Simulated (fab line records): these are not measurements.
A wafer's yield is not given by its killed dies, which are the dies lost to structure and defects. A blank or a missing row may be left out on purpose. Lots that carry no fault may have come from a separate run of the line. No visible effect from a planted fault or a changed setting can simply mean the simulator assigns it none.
A sampling plan put to the test / flow gf180mcu / 14 faults told of in these records, all on one fab line, each judged by the records of the lots it struck
The plan consists of the line's own looks: route steps at which the wafer is read by a gauge or an inspection but not changed. A look can be judged if struck wafers have a number there and the file gives its usual mean and standard deviation on fault-free wafers. Caught: a look later than the fault's first step finds the struck wafers' mean 4 or more of those standard deviations (sigma) from the usual mean. On the tool: the test repeated on the tool's own readings taken at the fault's steps. A different recipe on the struck wafers counts as caught too, as does a record blank only for those wafers.

THE FAULTS, as the simulator had put them in
1. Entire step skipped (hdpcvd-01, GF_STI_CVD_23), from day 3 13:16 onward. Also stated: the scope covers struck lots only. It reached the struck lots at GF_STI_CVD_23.
2. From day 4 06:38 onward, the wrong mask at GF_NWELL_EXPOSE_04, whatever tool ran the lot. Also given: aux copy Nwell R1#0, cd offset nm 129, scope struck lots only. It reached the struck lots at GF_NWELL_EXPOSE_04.
3. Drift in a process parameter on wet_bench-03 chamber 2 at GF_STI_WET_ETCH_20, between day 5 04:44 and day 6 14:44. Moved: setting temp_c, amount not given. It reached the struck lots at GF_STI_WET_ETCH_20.
4. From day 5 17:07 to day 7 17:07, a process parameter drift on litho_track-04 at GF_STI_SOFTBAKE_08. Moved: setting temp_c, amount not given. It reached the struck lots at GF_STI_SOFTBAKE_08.
5. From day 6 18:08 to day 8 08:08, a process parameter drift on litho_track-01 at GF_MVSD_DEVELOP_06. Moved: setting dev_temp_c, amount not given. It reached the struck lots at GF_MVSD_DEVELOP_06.
6. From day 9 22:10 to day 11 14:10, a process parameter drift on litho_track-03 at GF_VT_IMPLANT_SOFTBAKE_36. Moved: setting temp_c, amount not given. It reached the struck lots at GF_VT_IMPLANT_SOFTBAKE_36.
7. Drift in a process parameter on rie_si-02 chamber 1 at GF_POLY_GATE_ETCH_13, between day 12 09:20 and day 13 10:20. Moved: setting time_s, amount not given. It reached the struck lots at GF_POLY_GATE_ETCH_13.
8. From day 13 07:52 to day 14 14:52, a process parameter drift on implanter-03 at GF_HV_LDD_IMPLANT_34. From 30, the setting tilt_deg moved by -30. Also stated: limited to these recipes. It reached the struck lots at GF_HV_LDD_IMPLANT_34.
9. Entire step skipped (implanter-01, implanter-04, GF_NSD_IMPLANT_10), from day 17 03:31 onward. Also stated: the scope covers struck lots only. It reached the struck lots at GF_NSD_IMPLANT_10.
10. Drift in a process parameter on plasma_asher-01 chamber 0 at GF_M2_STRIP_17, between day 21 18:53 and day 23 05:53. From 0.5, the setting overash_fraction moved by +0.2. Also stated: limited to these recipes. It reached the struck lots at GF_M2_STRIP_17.
11. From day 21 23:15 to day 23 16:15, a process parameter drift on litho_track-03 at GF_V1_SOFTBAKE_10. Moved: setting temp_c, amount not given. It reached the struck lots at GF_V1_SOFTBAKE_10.
12. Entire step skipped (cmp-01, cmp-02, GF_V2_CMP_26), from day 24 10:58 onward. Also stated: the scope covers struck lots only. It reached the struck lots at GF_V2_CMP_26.
13. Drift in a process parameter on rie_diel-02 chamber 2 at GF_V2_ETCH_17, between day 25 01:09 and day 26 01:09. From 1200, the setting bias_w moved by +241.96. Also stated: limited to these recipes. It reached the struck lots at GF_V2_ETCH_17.
14. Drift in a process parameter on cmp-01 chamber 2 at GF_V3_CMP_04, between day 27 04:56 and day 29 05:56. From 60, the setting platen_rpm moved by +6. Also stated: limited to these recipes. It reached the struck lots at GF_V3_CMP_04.

WHAT THE PLAN SAW
fault=1; on the tool itself=the tool's record is blank for the struck wafers; first look that catches it=no look after it can be judged; reading, sigma=-; median hours from its first step to that look=-; hours from the fault's start to the first struck lot there=-; judged looks passed uncaught=0
fault=2; on the tool itself=under 2 sigma; first look that catches it=none of the 2 looks that can be judged after it; reading, sigma=-; median hours from its first step to that look=-; hours from the fault's start to the first struck lot there=-; judged looks passed uncaught=2
fault=3; on the tool itself=temp_c -4.2 sigma; first look that catches it=not the one look that can be judged after it; reading, sigma=strongest: VT_IMPLANT_03_OVL at GF_VT_IMPLANT_OVL_MEAS_40, -2.1; median hours from its first step to that look=-; hours from the fault's start to the first struck lot there=-; judged looks passed uncaught=1
fault=4; on the tool itself=heater_power_total_W +29 sigma; first look that catches it=none of the 3 looks that can be judged after it; reading, sigma=strongest: cd_nm at GF_STI_CD_MEAS_12, -3.9; median hours from its first step to that look=-; hours from the fault's start to the first struck lot there=-; judged looks passed uncaught=3
fault=5; on the tool itself=developer_temp_C -21 sigma; first look that catches it=no look after it can be judged; reading, sigma=-; median hours from its first step to that look=-; hours from the fault's start to the first struck lot there=-; judged looks passed uncaught=0
fault=6; on the tool itself=heater_power_total_W +24 sigma; first look that catches it=not the one look that can be judged after it; reading, sigma=-; median hours from its first step to that look=-; hours from the fault's start to the first struck lot there=-; judged looks passed uncaught=1
fault=7; on the tool itself=run_length_s +22 sigma; first look that catches it=not the one look that can be judged after it; reading, sigma=-; median hours from its first step to that look=-; hours from the fault's start to the first struck lot there=-; judged looks passed uncaught=1
fault=8; on the tool itself=tilt_deg -99 or beyond sigma; first look that catches it=GF_HV_LDD_RS_MEAS_53; reading, sigma=HV_LDD_RS -50; median hours from its first step to that look=21.8; hours from the fault's start to the first struck lot there=24; judged looks passed uncaught=1
fault=9; on the tool itself=the tool's record is blank for the struck wafers; first look that catches it=GF_PSD_RS_MEAS_14; reading, sigma=NSD_RS +63; median hours from its first step to that look=24.1; hours from the fault's start to the first struck lot there=26; judged looks passed uncaught=0
fault=10; on the tool itself=under 2 sigma; first look that catches it=no look after it can be judged; reading, sigma=-; median hours from its first step to that look=-; hours from the fault's start to the first struck lot there=-; judged looks passed uncaught=0
fault=11; on the tool itself=heater_power_total_W -68 sigma; first look that catches it=GF_V1_CD_MEAS_14; reading, sigma=cd_nm -8.0; median hours from its first step to that look=11.5; hours from the fault's start to the first struck lot there=39; judged looks passed uncaught=0
fault=12; on the tool itself=the tool's record is blank for the struck wafers; first look that catches it=no look after it can be judged; reading, sigma=-; median hours from its first step to that look=-; hours from the fault's start to the first struck lot there=-; judged looks passed uncaught=0
fault=13; on the tool itself=bias_w +63 sigma; first look that catches it=no look after it can be judged; reading, sigma=-; median hours from its first step to that look=-; hours from the fault's start to the first struck lot there=-; judged looks passed uncaught=0
fault=14; on the tool itself=platen_rpm +99 or beyond sigma; first look that catches it=not the one look that can be judged after it; reading, sigma=-; median hours from its first step to that look=-; hours from the fault's start to the first struck lot there=-; judged looks passed uncaught=1
A dash: the fault isn't caught, or these records don't give the number.

Caught at a look: 3 of 14. Caught on the tool: 12 of 14. By one or the other: 12 of 14.
Caught on the tool alone: faults 1, 3, 4, 5, 6, 7, 12, 13, 14.
Caught by neither: faults 2, 10.

THINNER SAMPLING
In the worst case, this is how late the first struck lot would be measured if the look that catches a fault measured only every second or every third lot, by lot number:
fault=8; struck lots at that look, in order of time=L636, L638; every lot=24 h; every second lot=may miss all 2; every third lot=may miss all 2
fault=9; struck lots at that look, in order of time=L396, L397, L398; every lot=26 h; every second lot=30 h; every third lot=45 h
fault=11; struck lots at that look, in order of time=L902, L903; every lot=39 h; every second lot=40 h; every third lot=may miss all 2
The hour figures run from when the fault began to the first measured lot among those it struck. Since the struck wafers were tested as one group against 4 sigma, a single lot by itself may lie under the limit. Other struck lots may not be in these records.

THE LONGEST TIMED WAY FROM STEP TO LOOK
In fault 9, a median of 24.1 hours elapses between GF_NSD_IMPLANT_10 and GF_PSD_RS_MEAS_14. No look between them can be judged.
